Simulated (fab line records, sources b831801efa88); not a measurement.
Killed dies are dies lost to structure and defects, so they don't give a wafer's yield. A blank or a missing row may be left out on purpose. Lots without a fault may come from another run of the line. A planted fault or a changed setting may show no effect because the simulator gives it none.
Chamber matching | flow sky130 | SKY_CONTACT_ETCH_16 on rie_diel-01: 4 sister chambers
The step etches BARC in N2/H2, stops on SiO2, time 45.9 s, target depth 60 nm. 33 wafers are shown with their chamber, then 12 later ones without.

WAFERS WITH THEIR CHAMBER
wafer  | chamber | drypump_motor_current_A (A) | oes_product_au (a.u.) | throttle_valve_pct (%)
L075.1 | 3       | 6.0                         | 0.854                 | 13.229
L075.2 | 0       | 6.3                         | 0.857                 | 13.226
L075.3 | 2       | 4.7                         | 0.849                 | 13.231
L075.4 | 1       | 5.2                         | 0.849                 | 13.225
L075.5 | 3       | 5.9                         | 0.861                 | 13.222
L075.6 | 0       | 6.3                         | 0.845                 | 13.229
L077.1 | 0       | 6.3                         | 0.850                 | 13.216
L077.4 | 2       | 4.7                         | 0.858                 | 13.220
L077.5 | 0       | 6.3                         | 0.852                 | 13.229
L079.3 | 0       | 6.3                         | 0.860                 | 13.226
L079.4 | 2       | 4.7                         | 0.854                 | 13.237
L079.5 | 2       | 4.7                         | 0.862                 | 13.223
L080.3 | 1       | 5.2                         | 0.848                 | 13.208
L080.5 | 2       | 4.7                         | 0.859                 | 13.229
L080.6 | 3       | 6.0                         | 0.854                 | 13.222
L085.1 | 3       | 5.9                         | 0.849                 | 13.232
L085.2 | 2       | 4.7                         | 0.856                 | 13.222
L085.3 | 0       | 6.3                         | 0.851                 | 13.214
L088.1 | 2       | 4.7                         | 0.853                 | 13.225
L088.3 | 0       | 6.3                         | 0.849                 | 13.229
L088.6 | 2       | 4.7                         | 0.858                 | 13.223
L090.1 | 3       | 5.9                         | 0.859                 | 13.222
L090.2 | 2       | 4.8                         | 0.850                 | 13.237
L090.3 | 1       | 5.2                         | 0.852                 | 13.219
L090.4 | 0       | 6.3                         | 0.846                 | 13.210
L090.5 | 3       | 6.0                         | 0.854                 | 13.210
L090.6 | 0       | 6.3                         | 0.862                 | 13.232
L091.3 | 0       | 6.3                         | 0.852                 | 13.222
L091.5 | 2       | 4.8                         | 0.854                 | 13.216
L091.6 | 1       | 5.2                         | 0.862                 | 13.230
L093.1 | 3       | 5.9                         | 0.865                 | 13.219
L093.2 | 2       | 4.7                         | 0.850                 | 13.219
L093.3 | 1       | 5.2                         | 0.864                 | 13.227

SIGNATURES (means of the wafers above)
reading                 | chamber 0 | chamber 1 | chamber 2 | chamber 3 | scatter within a chamber
drypump_motor_current_A | 6.300     | 5.200     | 4.718     | 5.943     | 0.034
oes_product_au          | 0.85240   | 0.85500   | 0.85482   | 0.85657   | 0.00544
throttle_valve_pct      | 13.22330  | 13.22180  | 13.22564  | 13.22229  | 0.00744
Rule: a wafer's distance from a chamber is the root of the sum, over the readings, of the square of ((its reading less the chamber's mean) divided by the reading's scatter). The wafer belongs to the nearest chamber; if the next one is less than 2 further off, it can't be placed. The scatter: the root of (the sum of the squares of (reading less its chamber's mean) over the shown wafers, divided by (wafers less chambers)).

WAFERS WITHOUT THEIR CHAMBER
wafer  | drypump_motor_current_A (A) | oes_product_au (a.u.) | throttle_valve_pct (%)
L095.1 | 5.2                         | 0.855                 | 13.223
L095.2 | 6.3                         | 0.853                 | 13.224
L095.3 | 6.0                         | 0.858                 | 13.229
L095.4 | 6.3                         | 0.861                 | 13.210
L095.5 | 6.0                         | 0.855                 | 13.217
L095.6 | 5.2                         | 0.848                 | 13.231
L097.1 | 4.7                         | 0.862                 | 13.227
L097.2 | 6.3                         | 0.855                 | 13.236
L097.3 | 5.2                         | 0.852                 | 13.208
L097.4 | 5.9                         | 0.860                 | 13.218
L097.5 | 6.0                         | 0.854                 | 13.223
L097.6 | 6.3                         | 0.852                 | 13.235

WHICH CHAMBER EACH WENT THROUGH
wafer  | from the rows above | in truth
L095.1 | 1                   | 1
L095.2 | 0                   | 0
L095.3 | 3                   | 3
L095.4 | 0                   | 0
L095.5 | 3                   | 3
L095.6 | 1                   | 1
L097.1 | 2                   | 2
L097.2 | 0                   | 0
L097.3 | 1                   | 1
L097.4 | 3                   | 3
L097.5 | 3                   | 3
L097.6 | 0                   | 0
Placed correctly: 12 of 12. Can't be placed from these rows: 0. Placed wrongly: 0.
